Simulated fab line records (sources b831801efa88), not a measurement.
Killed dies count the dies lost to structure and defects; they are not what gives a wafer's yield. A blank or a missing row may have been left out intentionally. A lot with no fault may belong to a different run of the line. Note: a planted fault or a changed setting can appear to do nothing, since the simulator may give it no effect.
The tool behind it: which one? + flow sfq line + 13 lots, 39 wafers sampled, at 5 steps of a route of 325

== WHAT THE GAUGES SHOWED, per wafer ==
SFQ_M4_RS_MEAS_924: the measuring method here is four-point-probe. Usual: M4_NB_RS gives 0.897 ohm/sq (standard deviation 0.013).
| lot  | measured     | on            | M4_NB_RS (ohm/sq)                   | flag |
|------|--------------|---------------|-------------------------------------|------|
| L568 | day 50 22:27 | film metro-03 | 0.882 0.895 0.882                   |      |
| L569 | day 51 03:47 | film metro-01 | 0.907 0.900 0.902                   |      |
| L570 | day 51 10:23 | film metro-01 | 0.885 0.878 0.896                   |      |
| L571 | day 51 17:36 | film metro-03 | 0.893 0.912 0.893                   |      |
| L572 | day 52 16:23 | film metro-03 | 0.919 0.895 0.894                   |      |
| L573 | day 53 00:13 | film metro-01 | 0.901 0.885 0.885                   |      |
| L579 | day 55 00:38 | film metro-03 | 0.882 0.917 1.525 0.883 0.921 1.523 | OFF  |
| L583 | day 56 16:42 | film metro-01 | 0.884 0.906 0.908                   |      |
| L585 | day 57 02:23 | film metro-01 | 0.903 0.904 0.903                   |      |
| L587 | day 57 05:54 | film metro-03 | 0.883 0.894 0.892                   |      |
| L588 | day 57 15:32 | film metro-03 | 0.904 0.916 0.904                   |      |
| L589 | day 57 20:22 | film metro-01 | 0.895 0.894 0.892                   |      |
| L591 | day 58 20:18 | film metro-03 | 0.906 0.897 0.916                   |      |

SFQ_M5_OVL_MEAS_932. Usual: M5_OVL gives -4 nm (standard deviation 5.3).
| lot  | measured     | on         | M5_OVL (nm) | flag |
|------|--------------|------------|-------------|------|
| L568 | day 66 10:58 | overlay-02 | -11 -6 -8   |      |
| L569 | day 66 21:44 | overlay-01 | -2 -3 -2    |      |
| L570 | day 67 05:39 | overlay-01 | 1 -6 2      |      |
| L571 | day 67 09:15 | overlay-01 | -6 -2 -8    |      |
| L572 | day 67 21:21 | overlay-02 | 0 2 0       |      |
| L573 | day 67 22:33 | overlay-02 | -11 -10 -8  |      |
| L579 | day 71 19:17 | overlay-01 | -2 -3 3     |      |
| L583 | day 72 17:01 | overlay-01 | 7 11 9      |      |
| L585 | day 73 11:19 | overlay-01 | -1 -3 -2    |      |
| L587 | day 74 00:22 | overlay-01 | 2 7 2       |      |
| L588 | day 74 05:11 | overlay-02 | -11 -8 -8   |      |
| L589 | day 74 09:59 | overlay-01 | -5 -5 -9    |      |
| L591 | day 74 21:13 | overlay-01 | -1 -4 -8    |      |

== EACH LOT AND THE TOOL THAT RAN IT (in order: tool; ch and the chambers of the sampled wafers; start) ==
| lot  | SFQ_TRILAYER_I0_VIA_STRIP_STRIP_035 | SFQ_TRILAYER_M4_DEP_SPUTTER_091 | SFQ_TRILAYER_M4_ETCH_METAL_ETCH_096 |
|------|-------------------------------------|---------------------------------|-------------------------------------|
| L568 | rie metal-04 ch 0,1, day 13 15:59   | pvd sputter-04, day 50 22:18    | rie metal-02 ch 0,1, day 56 08:38   |
| L569 | rie metal-02 ch 0,1, day 13 16:59   | pvd sputter-03, day 51 03:42    | rie metal-02 ch 0,1, day 56 16:55   |
| L570 | rie metal-02 ch 0,1, day 13 21:47   | pvd sputter-05, day 51 10:18    | rie metal-01 ch 0,1, day 57 00:07   |
| L571 | rie metal-04 ch 0,1, day 14 00:11   | pvd sputter-03, day 51 17:30    | rie metal-01 ch 0,1, day 57 06:07   |
| L572 | rie metal-01 ch 0,1, day 14 20:50   | pvd sputter-03, day 52 16:18    | rie metal-02 ch 0,1, day 57 21:43   |
| L573 | rie metal-01 ch 0,1, day 14 23:14   | pvd sputter-05, day 53 00:07    | rie metal-02 ch 0,1, day 58 06:07   |
| L579 | rie metal-02 ch 0,1, day 16 14:58   | pvd sputter-04, day 55 00:33    | rie metal-02 ch 0,1, day 60 03:53   |
| L583 | rie metal-04 ch 0,1, day 18 03:07   | pvd sputter-05, day 56 16:37    | rie metal-02 ch 0, day 61 13:07     |
| L585 | rie metal-04 ch 0,1, day 18 16:10   | pvd sputter-03, day 57 02:14    | rie metal-03 ch 0,1, day 62 03:29   |
| L587 | rie metal-01 ch 0,1, day 23 13:01   | pvd sputter-05, day 57 05:49    | rie metal-02 ch 0,1, day 62 11:53   |
| L588 | rie metal-01 ch 0,1, day 26 09:37   | pvd sputter-05, day 57 15:25    | rie metal-01 ch 0,1, day 62 16:44   |
| L589 | rie metal-04 ch 0,1, day 26 20:25   | pvd sputter-05, day 57 20:14    | rie metal-02 ch 0,1, day 62 21:34   |
| L591 | rie metal-04 ch 0,1, day 28 02:21   | pvd sputter-03, day 58 20:13    | rie metal-02 ch 0,1, day 63 15:29   |
- SFQ_TRILAYER_I0_VIA_STRIP_STRIP_035: strips in O2.
- SFQ_TRILAYER_M4_DEP_SPUTTER_091: material Nb, target thk 200 nm, time 133.3 s.
- SFQ_TRILAYER_M4_ETCH_METAL_ETCH_096: etches Nb in Cl2/Ar, stops on SiO2, target depth 240 nm, time 120 s.

== AS READ BY THE TOOLS THEMSELVES (means over the sampled wafers that have a number; for cases with no such wafer, the mark the record gives instead) ==
SFQ_TRILAYER_I0_VIA_STRIP_STRIP_035. Usual: drypump motor current A 5.7 A, standard deviation 0.36; oes product au 1.003 a.u., standard deviation 0.012; platen temp c 39.97 C, standard deviation 0.11.
| lot  | tool         | drypump motor current A (A) | oes product au (a.u.) | platen temp c (C) | flag |
|------|--------------|-----------------------------|-----------------------|-------------------|------|
| L568 | rie metal-04 | 5.5                         | 1.008                 | 40.03             |      |
| L569 | rie metal-02 | 5.8                         | 1.001                 | 40.06             |      |
| L570 | rie metal-02 | 5.8                         | 0.994                 | 40.05             |      |
| L571 | rie metal-04 | 5.4                         | 1.023                 | 39.91             |      |
| L572 | rie metal-01 | 5.8                         | 1.002                 | 39.88             |      |
| L573 | rie metal-01 | 5.5                         | 1.002                 | 40.02             |      |
| L579 | rie metal-02 | 6.0                         | 1.002                 | 39.98             |      |
| L583 | rie metal-04 | 5.5                         | 1.018                 | 39.96             |      |
| L585 | rie metal-04 | 5.5                         | 1.010                 | 39.74             |      |
| L587 | rie metal-01 | 5.5                         | 0.982                 | 40.00             |      |
| L588 | rie metal-01 | 5.5                         | 0.995                 | 39.83             |      |
| L589 | rie metal-04 | 5.5                         | 1.000                 | 40.11             |      |
| L591 | rie metal-04 | 5.5                         | 1.008                 | 39.93             |      |

SFQ_TRILAYER_M4_DEP_SPUTTER_091. Usual: throttle valve pct 29.9 %, standard deviation 1.3.
| lot  | tool           | throttle valve pct (%) | flag |
|------|----------------|------------------------|------|
| L568 | pvd sputter-04 | 30.0                   |      |
| L569 | pvd sputter-03 | 29.9                   |      |
| L570 | pvd sputter-05 | 30.4                   |      |
| L571 | pvd sputter-03 | 29.4                   |      |
| L572 | pvd sputter-03 | 29.2                   |      |
| L573 | pvd sputter-05 | 31.3                   |      |
| L579 | pvd sputter-04 | 28.9                   |      |
| L583 | pvd sputter-05 | 30.3                   |      |
| L585 | pvd sputter-03 | 28.6                   |      |
| L587 | pvd sputter-05 | 31.5                   |      |
| L588 | pvd sputter-05 | 29.3                   |      |
| L589 | pvd sputter-05 | 31.5                   |      |
| L591 | pvd sputter-03 | 29.8                   |      |

SFQ_TRILAYER_M4_ETCH_METAL_ETCH_096. Usual: drypump motor current A 5.8 A, standard deviation 0.41; oes product au 0.891 a.u., standard deviation 0.0085.
| lot  | tool         | drypump motor current A (A) | oes product au (a.u.) | flag |
|------|--------------|-----------------------------|-----------------------|------|
| L568 | rie metal-02 | 5.8                         | 0.901                 |      |
| L569 | rie metal-02 | 6.0                         | 0.888                 |      |
| L570 | rie metal-01 | 5.8                         | 0.898                 |      |
| L571 | rie metal-01 | 5.8                         | 0.890                 |      |
| L572 | rie metal-02 | 6.1                         | 0.891                 |      |
| L573 | rie metal-02 | 5.8                         | 0.889                 |      |
| L579 | rie metal-02 | 6.0                         | 0.822                 | OFF  |
| L583 | rie metal-02 | 5.5                         | 0.887                 |      |
| L585 | rie metal-03 | 5.6                         | 0.890                 |      |
| L587 | rie metal-02 | 5.8                         | 0.895                 |      |
| L588 | rie metal-01 | 5.5                         | 0.886                 |      |
| L589 | rie metal-02 | 5.8                         | 0.895                 |      |
| L591 | rie metal-02 | 6.0                         | 0.885                 |      |

== THE ANSWER, worked out from the rows above alone ==
Rule: lot off if the mean of its wafers having a number is beyond 3 standard deviations from the usual mean. A lot without any number at a reading at which 4 lots or more have one is off too. The other lots that the step has rows for count as sound. The gauges are gone through in route order, then the tools' own readings, and for those a lot's mean is taken as printed above. The first step at which some lot is off is used, and at that step the reading that is off furthest; a lot without a number counts as furthest.
Off: at SFQ_M4_RS_MEAS_924 (M4_NB_RS), L579.
If a tool, at a process step before that reading, ran all the lots that are off and no sound lot after the first of them, it fits. Not tried: the gauges at SFQ_M4_RS_MEAS_924; whatever is off there is also off at SFQ_TRILAYER_M4_ETCH_METAL_ETCH_096, on other tools, and gauge error can't account for it. Can't be told from this: 2 tools fit, rie metal-02 at SFQ_TRILAYER_I0_VIA_STRIP_STRIP_035, pvd sputter-04 at SFQ_TRILAYER_M4_DEP_SPUTTER_091.

== WHAT WAS PUT IN BY THE SIMULATOR ==
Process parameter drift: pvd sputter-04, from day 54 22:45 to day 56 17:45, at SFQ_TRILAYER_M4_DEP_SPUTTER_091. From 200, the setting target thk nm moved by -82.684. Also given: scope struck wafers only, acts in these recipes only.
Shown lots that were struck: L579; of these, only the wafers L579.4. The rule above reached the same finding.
